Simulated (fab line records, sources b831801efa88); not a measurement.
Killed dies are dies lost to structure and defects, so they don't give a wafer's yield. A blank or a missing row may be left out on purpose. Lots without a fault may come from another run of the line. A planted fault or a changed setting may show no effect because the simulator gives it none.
Which tool did it? | flow gf180mcu | 13 lots, 39 wafers sampled, at 4 steps of a route of 602

WHAT THE GAUGES READ, wafer by wafer
GF_V5_RS_MEAS_24: measures by four-point-probe.
lot  | measured     | on            | V5_W_RS (ohm/sq)
L641 | day 26 23:46 | film_metro-01 | 0.336 0.335 0.331
L642 | day 27 18:50 | film_metro-03 | 0.330 0.328 0.328
L644 | day 28 11:18 | film_metro-03 | 0.324 0.321 0.326
L645 | day 28 16:49 | film_metro-01 | 0.322 0.324 0.319
L646 | day 29 14:03 | film_metro-01 | 0.326 0.325 0.324
L647 | day 29 12:27 | film_metro-01 | 0.332 0.329 0.325
L648 | day 29 15:11 | film_metro-01 | 0.329 0.328 0.324
L649 | day 29 20:33 | film_metro-02 | 0.329 0.323 0.332
L650 | day 29 23:46 | film_metro-03 | 0.327 0.328 0.327
L651 | day 30 02:16 | film_metro-01 | 0.328 0.328 0.322
L652 | day 30 14:52 | film_metro-03 | 0.331 0.330 0.330
L653 | day 30 21:15 | film_metro-01 | 0.332 0.332 0.331
L663 | day 33 05:53 | film_metro-03 | 0.332 0.334 0.333

GF_V5_THK_MEAS_25: measures by xrf.
lot  | measured     | on            | V5_W_THK (nm)
L641 | day 26 23:53 | film_metro-01 | 347 349 353
L642 | day 27 18:58 | film_metro-03 | 344 346 345
L644 | day 28 11:25 | film_metro-03 | 350 353 347
L645 | day 28 16:56 | film_metro-01 | 365 362 368
L646 | day 29 14:10 | film_metro-01 | 365 369 368
L647 | day 29 12:34 | film_metro-01 | 362 365 367
L648 | day 29 15:17 | film_metro-01 | 362 363 369
L649 | day 29 20:40 | film_metro-02 | 349 355 345
L650 | day 29 23:52 | film_metro-03 | 348 346 348
L651 | day 30 02:23 | film_metro-01 | 363 363 365
L652 | day 30 14:59 | film_metro-03 | 346 348 346
L653 | day 30 21:21 | film_metro-01 | 357 359 360
L663 | day 33 05:59 | film_metro-03 | 342 343 341

WHICH TOOL RAN EACH LOT (tool, then ch and the chambers of the sampled wafers, then the start)
lot  | GF_V2_CVD_23                  | GF_V5_SPUTTER_21
L641 | cvd_w-01 ch 0,1, day 20 00:32 | pvd_sputter-02, day 26 23:32
L642 | cvd_w-02 ch 0, day 20 22:22   | pvd_sputter-02, day 27 18:37
L644 | cvd_w-02 ch 0,1, day 21 20:34 | pvd_sputter-03, day 28 11:05
L645 | cvd_w-02 ch 0,1, day 22 01:31 | pvd_sputter-03, day 28 16:35
L646 | cvd_w-02 ch 1, day 23 00:08   | pvd_sputter-03, day 29 13:50
L647 | cvd_w-01 ch 0,1, day 23 00:26 | pvd_sputter-01, day 29 12:14
L648 | cvd_w-02 ch 1, day 23 03:40   | pvd_sputter-03, day 29 14:56
L649 | cvd_w-01 ch 0,1, day 23 09:01 | pvd_sputter-01, day 29 20:20
L650 | cvd_w-01 ch 0,1, day 23 14:40 | pvd_sputter-03, day 29 23:31
L651 | cvd_w-02 ch 0,1, day 23 17:55 | pvd_sputter-01, day 30 02:02
L652 | cvd_w-02 ch 0,1, day 24 07:55 | pvd_sputter-01, day 30 14:38
L653 | cvd_w-01 ch 0,1, day 24 16:34 | pvd_sputter-01, day 30 21:00
L663 | cvd_w-01 ch 0,1, day 27 15:04 | pvd_sputter-01, day 33 05:38
- GF_V2_CVD_23: deposits W, target thk 350 nm, time 104.94 s.
- GF_V5_SPUTTER_21: material Ti, target thk 15 nm, time 80.02 s.

WHAT THE TOOLS THEMSELVES READ (means of the sampled wafers that have a number; where no wafer has one, the mark that the record gives instead)
GF_V2_CVD_23.
lot  | tool     | heater_power_w (W)
L641 | cvd_w-01 | 850
L642 | cvd_w-02 | 842
L644 | cvd_w-02 | 809
L645 | cvd_w-02 | 762
L646 | cvd_w-02 | 718
L647 | cvd_w-01 | 839
L648 | cvd_w-02 | 717
L649 | cvd_w-01 | 863
L650 | cvd_w-01 | 833
L651 | cvd_w-02 | 770
L652 | cvd_w-02 | 766
L653 | cvd_w-01 | 845
L663 | cvd_w-01 | 838

GF_V5_SPUTTER_21.
lot  | tool           | throttle_valve_pct (%)
L641 | pvd_sputter-02 | 29.9
L642 | pvd_sputter-02 | 29.7
L644 | pvd_sputter-03 | 29.2
L645 | pvd_sputter-03 | 29.2
L646 | pvd_sputter-03 | 29.0
L647 | pvd_sputter-01 | 29.8
L648 | pvd_sputter-03 | 29.4
L649 | pvd_sputter-01 | 30.1
L650 | pvd_sputter-03 | 29.2
L651 | pvd_sputter-01 | 29.5
L652 | pvd_sputter-01 | 29.6
L653 | pvd_sputter-01 | 30.1
L663 | pvd_sputter-01 | 29.5

THE ANSWER, worked out from the rows above alone
Rule: what is usual is taken from the lots themselves. Put in order of their means at a reading, lots are off if they are a third of the lots or fewer, leave a main group of 4 or more, and stand apart from it by a gap of 3 or more times the standard deviation of the main group's means; of several such gaps the widest counts. A main group whose means are all the same, to the digits that the tables above print for the reading, isn't used. A lot without any number at a reading at which 4 lots or more have one is off too. The other lots that the step has rows for count as sound. The gauges are gone through in route order, then the tools' own readings, and for those a lot's mean is taken as printed above. The first step at which some lot is off is used, and at that step the reading that is off furthest; a lot without a number counts as furthest.
No lot is off at any reading shown: from this, nothing can be told.

WHAT THE SIMULATOR HAD PUT IN
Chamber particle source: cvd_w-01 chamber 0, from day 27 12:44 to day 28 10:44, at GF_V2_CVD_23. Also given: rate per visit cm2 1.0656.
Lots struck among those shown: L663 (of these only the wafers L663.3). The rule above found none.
